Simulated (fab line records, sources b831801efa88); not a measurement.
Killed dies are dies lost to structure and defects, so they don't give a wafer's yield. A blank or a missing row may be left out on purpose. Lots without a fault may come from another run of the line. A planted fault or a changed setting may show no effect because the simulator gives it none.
fab line records | flow gf180mcu
record lots=13 wafers=39 last_day=33
route steps=602 shown STI@18 V1@350 M2@362
lots that met no fault: from a run of the same line without faults
start_h: hours from the record's first day to the start of the lot's first wafer shown | wait_h: hours since the lot's step before | " the same as in the row above | L1.1+2: a row that stands for several wafers | - no value, or no start given | * or withheld: withheld | < > ~ a bound
route shown NAME@n: a module of which the file shows steps, and the number in the route of the first | usual: mean/standard deviation of fault-free wafers | same: alike in all rows | chamber/n: place in a boat | sites: the reading at each site | _std_site: their standard deviation | _edge_site: outer sites' mean less inner sites' | radius_mm: how far each site lies from the wafer's centre | mask NAME#n: copy n | behind: the tool/chamber that last shaped the wafer | hold: why the lot was held/for how many hours/how that ended | device: the transistor (n, p or np) that didn't switch | end of line: the same wafers' tests at the end of the route | a step without rows: its recipe alone | killed: dies lost to structure and defects at the first sort, not the wafer's yield | map: a wafer's dies, x killed, . not, _ none there
set.NAME: the setting as run; set.NAME@STEP: as run at that earlier step | model.NAME: the simulator's own value behind a step, which no gauge read
steps of the route over a sample of lots; a table a step, a row a wafer
services: from which hour (start_h, from the record's first day; less than 0 if before it) a tool's chamber was out of use, for how many hours, and why
## steps
# step GF_STI_WET_ETCH_17
# recipe chemistry=H3PO4 target_depth_nm=45 temp_c=160 target=Si3N4 time_s=514
# usual temp_c=160.02/0.14
# same time_s=514
# columns lot.wafer tool chamber start_h wait_h temp_c
L195.2 wet_bench-03 1 25.61 0.0 160.06
L195.3 " 1 " " 159.98
L195.4 " 1 " " 160.00
L196.2 wet_bench-03 3 32.04 0.0 160.03
L196.5 " 3 " " 160.05
L196.6 " 3 " " 159.90
L200.3 wet_bench-01 1 53.21 0.0 160.05
L200.4 " 1 " " 159.99
L200.5 " 1 " " 160.07
L201.1 wet_bench-03 3 60.24 0.0 159.93
L201.2 " 3 " " 160.01
L201.6 " 3 " " 159.74
L204.1 wet_bench-03 1 73.21 0.0 160.34
L204.3 " 1 " " 160.08
L204.5 " 1 " " 159.87
L205.1 wet_bench-03 2 76.71 0.0 160.11
L205.2 " 2 " " 160.14
L205.3 " 2 " " 159.85
L207.1 wet_bench-01 1 87.18 0.0 160.12
L207.4 " 1 " " 160.28
L207.5 " 1 " " 160.04
L208.4 wet_bench-03 1 93.01 0.0 159.81
L208.5 " 1 " " 159.91
L208.6 " 1 " " 159.94
L209.1 wet_bench-04 1 97.46 0.0 160.02
L209.2 " 1 " " 160.01
L209.5 " 1 " " 159.96
L210.1 wet_bench-01 2 102.76 0.0 160.24
L210.5 " 2 " " 159.92
L210.6 " 2 " " 160.04
L213.1 wet_bench-04 2 117.83 0.0 160.23
L213.3 " 2 " " 160.21
L213.4 " 2 " " 160.19
L214.1 wet_bench-01 2 123.91 0.0 158.56
L214.3 " 2 " " 158.83
L214.6 " 2 " " 158.85
L215.1 wet_bench-03 1 129.31 0.0 159.81
L215.3 " 1 " " 159.98
L215.6 " 1 " " 160.04
# step GF_V1_OVL_MEAS_15
# usual V1_OVL=1/5.5
# columns lot.wafer tool chamber start_h wait_h V1_OVL[nm]
L195.2 overlay-02 - 417.29 0.1 -1
L195.3 " - " " 0
L195.4 " - " " 2
L196.2 overlay-01 - 434.74 0.1 8
L196.5 " - " " -3
L196.6 " - " " 4
L200.3 overlay-01 - 462.07 0.1 4
L200.4 " - " " -1
L200.5 " - " " 2
L201.1 overlay-01 - 478.08 0.1 -3
L201.2 " - " " 0
L201.6 " - " " -6
L204.1 overlay-01 - 500.90 0.1 1
L204.3 " - " " 3
L204.5 " - " " -4
L205.1 overlay-02 - 500.93 0.1 2
L205.2 " - " " 8
L205.3 " - " " 5
L207.1 overlay-02 - 519.35 0.1 0
L207.4 " - " " -1
L207.5 " - " " 8
L208.4 overlay-02 - 531.60 0.1 4
L208.5 " - " " 1
L208.6 " - " " -1
L209.1 overlay-02 - 536.96 0.1 3
L209.2 " - " " 6
L209.5 " - " " -10
L210.1 overlay-02 - 542.87 0.1 -7
L210.5 " - " " 3
L210.6 " - " " -5
L213.1 overlay-01 - 570.66 0.1 1
L213.3 " - " " 8
L213.4 " - " " 3
L214.1 overlay-02 - 575.75 0.1 -7
L214.3 " - " " 0
L214.6 " - " " -4
L215.1 overlay-02 - 580.77 0.1 -10
L215.3 " - " " -6
L215.6 " - " " -1
# step GF_M2_SPUTTER_00
# recipe material=Ti target_thk_nm=37.5 arriving_ion_energy_ev=80 substrate_temp_c=200 chamber_pressure_pa=2 power_w=4000 time_s=150
# usual throttle_valve_pct=30.3/1.2
# same time_s=150
# columns lot.wafer tool chamber start_h wait_h throttle_valve_pct
L195.2 pvd_sputter-03 - 418.75 0.2 30.5
L195.3 " - " " 28.1
L195.4 " - " " 29.1
L196.2 pvd_sputter-03 - 436.12 0.2 28.2
L196.5 " - " " 31.0
L196.6 " - " " 29.4
L200.3 pvd_sputter-02 - 463.48 0.2 30.7
L200.4 " - " " 31.9
L200.5 " - " " 30.9
L201.1 pvd_sputter-01 - 479.51 0.1 29.4
L201.2 " - " " 29.5
L201.6 " - " " 29.6
L205.1 pvd_sputter-02 - 502.33 0.2 30.8
L205.2 " - " " 30.2
L205.3 " - " " 31.9
L204.1 pvd_sputter-03 - 502.34 0.2 29.4
L204.3 " - " " 30.5
L204.5 " - " " 29.1
L207.1 pvd_sputter-02 - 520.77 0.2 30.6
L207.4 " - " " 32.0
L207.5 " - " " 31.9
L208.4 pvd_sputter-01 - 532.98 0.2 28.4
L208.5 " - " " 29.5
L208.6 " - " " 32.0
L209.1 pvd_sputter-01 - 538.35 0.2 29.3
L209.2 " - " " 29.4
L209.5 " - " " 28.1
L210.1 pvd_sputter-02 - 544.26 0.1 30.6
L210.5 " - " " 32.0
L210.6 " - " " 30.8
L213.1 pvd_sputter-02 - 572.12 0.2 30.4
L213.3 " - " " 31.9
L213.4 " - " " 30.7
L214.1 pvd_sputter-02 - 577.14 0.2 30.3
L214.3 " - " " 30.8
L214.6 " - " " 30.2
L215.1 pvd_sputter-03 - 582.16 0.1 28.1
L215.3 " - " " 30.5
L215.6 " - " " 29.0
# step GF_M2_CD_MEAS_14
# recipe target_cd_nm=280
# usual cd_nm=279.6/1.4
# columns lot.wafer tool chamber start_h wait_h cd_nm
L195.2 cd_sem-01 - 443.63 0.1 280.8
L195.3 " - " " 281.2
L195.4 " - " " 280.9
L196.2 cd_sem-01 - 460.48 0.1 279.3
L196.5 " - " " 278.5
L196.6 " - " " 280.0
L200.3 cd_sem-02 - 487.28 0.1 279.6
L200.4 " - " " 279.3
L200.5 " - " " 279.3
L201.1 cd_sem-01 - 503.66 0.1 277.1
L201.2 " - " " 278.2
L201.6 " - " " 277.9
L205.1 cd_sem-02 - 526.04 0.1 277.8
L205.2 " - " " 278.5
L205.3 " - " " 278.2
L204.1 cd_sem-02 - 526.39 0.1 279.6
L204.3 " - " " 278.9
L204.5 " - " " 279.0
L207.1 cd_sem-01 - 544.39 0.1 280.6
L207.4 " - " " 280.6
L207.5 " - " " 279.1
L208.4 cd_sem-01 - 555.87 0.1 281.7
L208.5 " - " " 282.0
L208.6 " - " " 281.6
L209.1 cd_sem-02 - 560.96 0.1 278.9
L209.2 " - " " 276.9
L209.5 " - " " 279.3
L210.1 cd_sem-01 - 566.49 0.1 278.7
L210.5 " - " " 278.7
L210.6 " - " " 278.2
L213.1 cd_sem-01 - 594.22 0.2 280.1
L213.3 " - " " 281.5
L213.4 " - " " 281.0
L214.1 cd_sem-01 - 601.59 0.1 278.8
L214.3 " - " " 277.9
L214.6 " - " " 277.9
L215.1 cd_sem-01 - 603.59 0.1 279.1
L215.3 " - " " 279.1
L215.6 " - " " 279.2
## services
# columns tool chamber start_h hours kind
pvd_sputter-01 - 11.32 3.6 repair
pvd_sputter-03 - 133.18 3.7 repair
pvd_sputter-03 - 140.53 50.5 repair
pvd_sputter-02 - 184.79 2.6 repair
wet_bench-01 - 298.57 6.6 repair
pvd_sputter-02 - 321.89 17.5 repair
pvd_sputter-02 - 387.77 2.3 repair
pvd_sputter-03 - 395.37 3.4 repair
pvd_sputter-02 - 396.06 0.7 repair
pvd_sputter-02 - 400.19 3.3 repair
pvd_sputter-01 - 439.97 5.4 repair
pvd_sputter-02 - 440.63 1.4 repair
pvd_sputter-03 - 449.18 5.0 repair
pvd_sputter-02 - 460.00 1.4 repair
pvd_sputter-03 - 503.42 1.4 repair
## key
first_sign step=GF_STI_WET_ETCH_17 reading=temp_c direction=down sigmas=9 usual=* struck=*
effect none on later readings
met_at GF_STI_WET_ETCH_17
struck_lots L214
struck_wafers L214.1,L214.3,L214.6
tester_left_out L214
not_acting_at GF_V1_OVL_MEAS_15,GF_M2_SPUTTER_00,GF_M2_CD_MEAS_14
onset_between 102.76 123.91
fault kind=process_parameter_drift tool=wet_bench-01 chamber=2 onset_h=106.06 steps=GF_STI_WET_ETCH_17 channel=temp_c offset=* shape=step end_h=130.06 acts_in=* stated=*
# tester_left_out: of these lots the tester's yield and bins aren't shown, on N5 and GAA mostly nor the transistor test; their killed dies are dies lost to structure and defects alone, not to doping, threshold or leakage, so they don't give the yield
